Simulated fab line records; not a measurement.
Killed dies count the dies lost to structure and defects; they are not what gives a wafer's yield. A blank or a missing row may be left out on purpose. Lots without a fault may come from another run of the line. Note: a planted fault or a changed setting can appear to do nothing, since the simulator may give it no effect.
Comparing a struck lot with a sound one + flow sky130 + 14 steps out of a route of 708
Sound: the wafers L360.1, L360.2, L360.6. Wafers L368.3, L368.4, L368.6 were the ones struck. The cause comes at the end.
Order at every step that has rows: each side's tool, ch and its chambers, its first start. Under that, the readings that differ: sound wafers + struck wafers + difference of the means + sigmas: that difference in standard deviations of wafers without a fault.
alike: a reading whose means differ by less than 2 such deviations, as well as words and numbers matching on both sides. not compared: withheld readings; readings where some wafer has no value; bounds like >300 that might hide an equal value; numbers whose values overlap and for which the record gives no deviation.
The two part at a step that has a row with sigmas, a row that says differs or no value, or rows on one side only. When numbers do not overlap yet have no deviation, they are printed without sigmas and do not part them. A reading that every wafer of one side lacks parts them only if that side has two wafers or more.

SKY_SONOS_TUNNEL_TW_MEAS_12:
  sound: film_metro-01 at day 12 21:09; struck: film_metro-03 at day 15 02:07
  alike: SONOS_TUNNEL_TW
then, 2 steps without rows for these wafers: SKY_SONOS_TUNNEL_CLEAN_13 (cleans in dHF, time 20 s); SKY_SONOS_ONO_OXIDATION_00 (stabilise 600 s, purge 300 s, target thk 2.6 nm).
SKY_SONOS_ONO_THK_MEAS_01:
  sound: film_metro-02 at day 12 22:50; struck: film_metro-03 at day 15 04:53
  alike: SONOS_ONO_OXIDATION_THK
then, 1 step without rows for these wafers: SKY_SONOS_ONO_CVD_02 (deposits Si3N4 from DCS/NH3, target thk 10.5 nm, time 180 s).
SKY_SONOS_ONO_THK_MEAS_03:
  sound: film_metro-03 at day 13 02:43; struck: film_metro-03 at day 15 05:59
  alike: SONOS_ONO_CVD_02_THK
then, 1 step without rows for these wafers: SKY_SONOS_ONO_CVD_04 (deposits SiO2 from SiH4/N2O, target thk 5.7199 nm).
SKY_SONOS_ONO_THK_MEAS_05:
  sound: film_metro-03 at day 13 04:02; struck: film_metro-01 at day 15 07:18
  alike: SONOS_ONO_CVD_04_THK
then, 4 steps without rows for these wafers: SKY_SONOS_ONO_DEHYDRATE_06 (time 60 s); SKY_SONOS_ONO_HMDS_07 (prime time 60 s); SKY_SONOS_ONO_COAT_08 (resist thk 1140 nm); SKY_SONOS_ONO_SOFTBAKE_09 (time 60 s).
SKY_SONOS_ONO_EXPOSE_10: exposes mask ONOM, target cd 410 nm.
  sound on iline_stepper-02 ch 0, day 13 16:43; struck on iline_stepper-02, day 15 21:04
  no value came back on the struck wafers for exposure_dose_mJ_cm2, focus_offset_nm (nm); on the sound wafers exposure_dose_mJ_cm2 reads 149.89 149.93 149.91
  alike: mask
then, 1 step without rows for these wafers: SKY_SONOS_ONO_PEB_11.

## WHERE THEY PART
Within this record, at SKY_SONOS_ONO_EXPOSE_10 only.

WHY: whatever the simulator had introduced
Beginning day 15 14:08, the whole step at SKY_SONOS_ONO_EXPOSE_10 was skipped on iline_stepper-02. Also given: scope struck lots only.
